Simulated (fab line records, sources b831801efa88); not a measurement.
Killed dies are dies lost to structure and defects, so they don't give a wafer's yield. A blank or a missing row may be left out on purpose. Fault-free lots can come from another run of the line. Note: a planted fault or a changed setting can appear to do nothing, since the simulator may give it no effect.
What tool caused it? / flow sky130 / Sampling: 9 lots, 27 wafers, 3 of 708 route steps

WHAT THE GAUGES READ, wafer by wafer
SKY_CAPM_RS_MEAS_03: measurement is done with a four-point probe.
lot=L328; measured=day 36 18:41; on=film-metro-01; CAPM_TIN_RS (ohm/sq)=7.03 7.03 6.99
lot=L331; measured=day 37 17:59; on=film-metro-03; CAPM_TIN_RS (ohm/sq)=6.85 6.94 6.91
lot=L332; measured=day 38 02:40; on=film-metro-01; CAPM_TIN_RS (ohm/sq)=7.01 7.03 7.06
lot=L339; measured=day 40 03:22; on=film-metro-02; CAPM_TIN_RS (ohm/sq)=6.87 10.62 10.42 6.86 10.60 10.42
lot=L341; measured=day 40 20:46; on=film-metro-03; CAPM_TIN_RS (ohm/sq)=7.00 7.04 10.87 7.00 7.06 10.91
lot=L344; measured=day 41 14:42; on=film-metro-03; CAPM_TIN_RS (ohm/sq)=6.90 6.93 6.84
lot=L346; measured=day 42 02:15; on=film-metro-01; CAPM_TIN_RS (ohm/sq)=6.90 6.93 7.01
lot=L347; measured=day 42 09:01; on=film-metro-01; CAPM_TIN_RS (ohm/sq)=6.88 6.83 6.86
lot=L350; measured=day 43 13:15; on=film-metro-01; CAPM_TIN_RS (ohm/sq)=6.88 6.87 6.87

WHICH TOOL RAN EACH LOT (tool, then ch and the chambers of the sampled wafers, then the start)
lot=L328; SKY_VIA2_ETCH_15=rie-diel-01 ch 0,2, day 36 17:01; SKY_CAPM_SPUTTER_02=pvd-sputter-04, day 36 18:35
lot=L331; SKY_VIA2_ETCH_15=rie-diel-02 ch 0,1,2, day 37 16:17; SKY_CAPM_SPUTTER_02=pvd-sputter-02, day 37 17:51
lot=L332; SKY_VIA2_ETCH_15=rie-diel-04 ch 1,3, day 38 00:53; SKY_CAPM_SPUTTER_02=pvd-sputter-04, day 38 02:32
lot=L339; SKY_VIA2_ETCH_15=rie-diel-04 ch 1,2, day 40 01:16; SKY_CAPM_SPUTTER_02=pvd-sputter-04, day 40 03:16
lot=L341; SKY_VIA2_ETCH_15=rie-diel-04 ch 0,2,3, day 40 19:04; SKY_CAPM_SPUTTER_02=pvd-sputter-04, day 40 20:40
lot=L344; SKY_VIA2_ETCH_15=rie-diel-01 ch 0,2,3, day 41 12:59; SKY_CAPM_SPUTTER_02=pvd-sputter-02, day 41 14:35
lot=L346; SKY_VIA2_ETCH_15=rie-diel-02 ch 0,2,3, day 42 00:35; SKY_CAPM_SPUTTER_02=pvd-sputter-02, day 42 02:08
lot=L347; SKY_VIA2_ETCH_15=rie-diel-04 ch 0,2, day 42 07:20; SKY_CAPM_SPUTTER_02=pvd-sputter-02, day 42 08:55
lot=L350; SKY_VIA2_ETCH_15=rie-diel-02 ch 0,2,3, day 43 11:26; SKY_CAPM_SPUTTER_02=pvd-sputter-02, day 43 13:08
- SKY_VIA2_ETCH_15: etches SiO2 in C4F8/O2/Ar, stops on TiN, target depth 546 nm, time 84 s.
- SKY_CAPM_SPUTTER_02: material TiN, target thk 200 nm, time 166.7 s.

THE ANSWER, worked out from the rows above alone
Rule: what is usual is taken from the lots themselves. The widest of any qualifying gaps counts: lots, ordered by their means at a reading, are off when they make up no more than a third of the lots, leave a main group of 4 or more, and stand apart from it by 3 or more times the standard deviation of that group's means. A main group is skipped when, at the precision printed for the reading in the tables above, its means are all equal. Also off: a lot with no number at a reading for which 4 or more lots have one. Where the step has rows for the other lots, those lots are counted as sound.
Off: L339, L341, seen at SKY_CAPM_RS_MEAS_03 (CAPM_TIN_RS). Main group: mean 6.93 ohm/sq, sd 0.065.
A tool fits if, at a process step before that reading, it ran every lot that is off, and no sound lot after the first of them. Gauges at SKY_CAPM_RS_MEAS_03: tried the same way as those tools. One candidate fits, namely pvd-sputter-04 at SKY_CAPM_SPUTTER_02. Its last sound lot is L332 (day 38 02:32), its first lot that is off L339 (day 40 03:16): a fault that began between those two fits.

WHAT THE SIMULATOR HAD PUT IN
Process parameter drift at SKY_CAPM_SPUTTER_02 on pvd-sputter-04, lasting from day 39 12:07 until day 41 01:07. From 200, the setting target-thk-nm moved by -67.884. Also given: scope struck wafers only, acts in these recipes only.
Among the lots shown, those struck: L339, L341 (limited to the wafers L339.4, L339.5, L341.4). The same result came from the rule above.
